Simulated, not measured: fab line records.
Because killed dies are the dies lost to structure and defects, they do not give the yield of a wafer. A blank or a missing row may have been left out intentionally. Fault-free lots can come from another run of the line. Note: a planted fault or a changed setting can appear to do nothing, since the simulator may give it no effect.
2 desks, one fault    flow gf180mcu    each desk has only its own numbers; what lay behind them comes last

THE TOOL OWNER'S DESK: litho-track-04
The tool's own readings at GF_POLY_GATE_PEB_08 (peb time 90 s): means of the sampled wafers that have a number, for each lot that ran on this tool. If a lot's mean is further than 4 standard deviations from the usual mean, the lot is out of limits and carries the mark OUT (the distance appears in the brackets).
Columns: A = resist-line-temp-C at GF_POLY_GATE_PEB_08, usual 22.99 C
lot   first seen here  A
L440  day 13 00:56     23.00
L441  day 13 03:31     22.88
L442  day 13 07:28     22.78
This desk's verdict: no lot among the 3 shows anything out of limits.

THE METROLOGY DESK
What the gauges read for every lot (on any tool): the sampled wafers with a number, averaged. If a lot's mean is further than 4 standard deviations from the usual mean, the lot is out of limits and carries the mark OUT (the distance appears in the brackets).
Columns: A = POLY_GATE_CVD_00_THK at GF_POLY_GATE_THK_MEAS_01, usual 199.8 nm; B = cd-nm at GF_POLY_GATE_CD_MEAS_10, usual 279.8 nm; C = POLY_GATE_OVL at GF_POLY_GATE_OVL_MEAS_11, usual -3 nm
lot   first seen here  A      B      C
L429  day 8 17:25      201.6  279.8  -9
L440  day 12 05:25     203.6  279.8  -2
L441  day 12 08:08     199.5  278.3  -8
L442  day 12 11:34     202.1  280.4  -8
L447  day 14 00:04     196.7  279.2  1
L451  day 15 03:24     196.5  278.3  -1
This desk's verdict: no lot among the 6 shows anything out of limits.

ALL TOGETHER
The tool owner's desk saw nothing out of limits.
The metrology desk saw nothing out of limits.

WHAT WAS PUT IN BY THE SIMULATOR
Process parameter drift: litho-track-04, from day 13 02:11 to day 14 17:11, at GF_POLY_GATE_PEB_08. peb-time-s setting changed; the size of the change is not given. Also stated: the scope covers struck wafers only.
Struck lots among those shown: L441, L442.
